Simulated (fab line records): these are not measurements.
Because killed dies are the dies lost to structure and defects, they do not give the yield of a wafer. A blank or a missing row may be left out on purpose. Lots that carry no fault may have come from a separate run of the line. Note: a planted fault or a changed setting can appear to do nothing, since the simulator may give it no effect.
What tool caused it?	flow gf180mcu	Sampling: 12 lots, 36 wafers, 2 of 602 route steps

WHAT EACH GAUGE READ, for each wafer
GF_M2_OVL_MEAS_15. Usual: M2_OVL typically reads 2 nm, with standard deviation 5.8.
lot	measured	on	M2_OVL (nm)	flag
L539	day 20 14:22	overlay-02	1 4 0	
L540	day 20 21:36	overlay-01	0 6 -1	
L542	day 21 14:56	overlay-02	10 7 10	
L543	day 22 09:19	overlay-01	6 7 7	
L546	day 23 02:20	overlay-01	-4 6 -3	
L548	day 23 16:59	overlay-01	1 9 0	
L552	day 25 04:27	overlay-01	-2 -1 -4	
L554	day 26 02:09	overlay-01	8 1 -4	
L556	day 26 08:37	overlay-02	-3 -3 0	
L558	day 26 22:00	overlay-01	-3 2 -5	
L557	day 27 00:18	overlay-02	-3 -1 -7	
L559	day 27 07:24	overlay-02	3 3 9	

WHAT TOOL EACH LOT RAN ON (gives the tool, then ch and the chambers of the sampled wafers, and finally the start)
lot	GF_M2_SPUTTER_04
L539	pvd sputter-02, day 19 13:44
L540	pvd sputter-04, day 19 21:32
L542	pvd sputter-01, day 20 15:02
L543	pvd sputter-04, day 21 09:53
L546	pvd sputter-02, day 22 03:10
L548	pvd sputter-02, day 22 17:54
L552	pvd sputter-02, day 24 06:36
L554	pvd sputter-04, day 25 04:56
L556	pvd sputter-01, day 25 11:19
L558	pvd sputter-02, day 26 01:21
L557	pvd sputter-02, day 26 03:24
L559	pvd sputter-04, day 26 10:40
- GF_M2_SPUTTER_04: material TiN, target thk 50 nm, time 41.7 s.

WHAT THE TOOLS THEMSELVES READ (means of the sampled wafers that have a number; where no wafer has one, the mark that the record gives instead)
GF_M2_SPUTTER_04. Usual: 30.3 % for throttle valve pct, sd 1.1.
lot	tool	throttle valve pct (%)	flag
L539	pvd sputter-02	30.8	
L540	pvd sputter-04	30.6	
L542	pvd sputter-01	29.7	
L543	pvd sputter-04	30.0	
L546	pvd sputter-02	30.9	
L548	pvd sputter-02	31.5	
L552	pvd sputter-02	31.5	
L554	pvd sputter-04	30.3	
L556	pvd sputter-01	30.5	
L558	pvd sputter-02	31.1	
L557	pvd sputter-02	31.5	
L559	pvd sputter-04	30.0	

THE ANSWER, worked out from the rows above alone
Rule: take the mean of a lot's wafers that have a number; if it is more than 3 standard deviations from the usual mean, the lot is off. A lot without any number at a reading at which 4 lots or more have one is off too. The other lots that the step has rows for count as sound. The gauges are gone through in route order, then the tools' own readings, and for those a lot's mean is taken as printed above. The first step at which some lot is off is used, and at that step the reading that is off furthest; a lot without a number counts as furthest.
No lot is off at any reading shown: from this, nothing can be told.

WHAT WAS PUT IN BY THE SIMULATOR
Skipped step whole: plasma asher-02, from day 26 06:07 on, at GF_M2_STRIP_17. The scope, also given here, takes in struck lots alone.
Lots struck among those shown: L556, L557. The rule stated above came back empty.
